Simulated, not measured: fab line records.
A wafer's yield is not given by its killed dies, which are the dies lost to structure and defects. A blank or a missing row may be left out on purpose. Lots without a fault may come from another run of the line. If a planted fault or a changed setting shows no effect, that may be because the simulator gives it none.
2 desks looking at one fault / flow gf180mcu / only its own numbers are on each desk; what lay behind them is given at the end

FROM THE METROLOGY DESK
What the gauges read, lot by lot, whatever tool the lot ran on: means of the sampled wafers that have a number. Marked OUT: a lot whose mean sits more than 4 standard deviations from the usual mean, which makes it out of limits; the brackets give that distance.
Columns: A = V5_W_THK at GF_V5_THK_MEAS_25, usual 348 nm; B = TOP_METAL_ALCU_RS at GF_TOP_METAL_RS_MEAS_05, usual 0.0329 ohm/sq
lot=L295; first seen here=day 27 06:47; A=343; B=0.0320
lot=L296; first seen here=day 27 16:10; A=346; B=0.0329
lot=L298; first seen here=day 28 10:16; A=348; B=0.0324
lot=L299; first seen here=day 28 14:44; A=352; B=0.0326
lot=L300; first seen here=day 28 23:22; A=353; B=0.0330
lot=L301; first seen here=day 29 01:21; A=353; B=0.0328
lot=L307; first seen here=day 30 22:29; A=357; B=0.0335
lot=L308; first seen here=day 31 04:14; A=350; B=0.0325
lot=L309; first seen here=day 31 07:55; A=355; B=0.0332
lot=L310; first seen here=day 31 13:10; A=348; B=0.0332
lot=L311; first seen here=day 31 23:29; A=344; B=0.0333
lot=L315; first seen here=day 32 22:14; A=358; B=0.0323
lot=L317; first seen here=day 33 09:25; A=350; B=0.0325
lot=L318; first seen here=day 33 13:31; A=346; B=0.0328
This desk found nothing out of limits on any of the 14 lots.

THE TOOL OWNER'S DESK: rie_diel-01
The tool's own readings at GF_STI_ETCH_13 (etches the open film in CHF3/O2, stops on Si, target depth 282.31 nm, time 112.9 s): means of the sampled wafers that have a number, for each lot that ran on this tool. Marked OUT: a lot whose mean sits more than 4 standard deviations from the usual mean, which makes it out of limits; the brackets give that distance.
Columns: A = chf3_flow_sccm at GF_STI_ETCH_13, usual 50.01 sccm; B = drypump_motor_current_A at GF_STI_ETCH_13, usual 5.6 A; C = oes_product_au at GF_STI_ETCH_13, usual 0.802 a.u.; D = throttle_valve_pct at GF_STI_ETCH_13, usual 8.802 %
lot=L299; first seen here=day 2 22:23; A=50.04; B=5.9; C=0.814; D=8.816
lot=L300; first seen here=day 3 03:13; A=50.19; B=5.7; C=0.797; D=8.808
lot=L301; first seen here=day 3 08:31; A=50.11; B=5.8; C=0.805; D=8.796
lot=L307; first seen here=day 4 14:31; A=49.95; B=5.9; C=0.804; D=8.800
lot=L318; first seen here=day 7 00:17; A=50.09; B=5.5; C=0.804; D=8.808
This desk found nothing out of limits on any of the 5 lots.

ALL TOGETHER
Nothing out of limits was seen by the metrology desk.
Nothing out of limits was seen by the tool owner's desk.

WHAT THE SIMULATOR HAD INSERTED
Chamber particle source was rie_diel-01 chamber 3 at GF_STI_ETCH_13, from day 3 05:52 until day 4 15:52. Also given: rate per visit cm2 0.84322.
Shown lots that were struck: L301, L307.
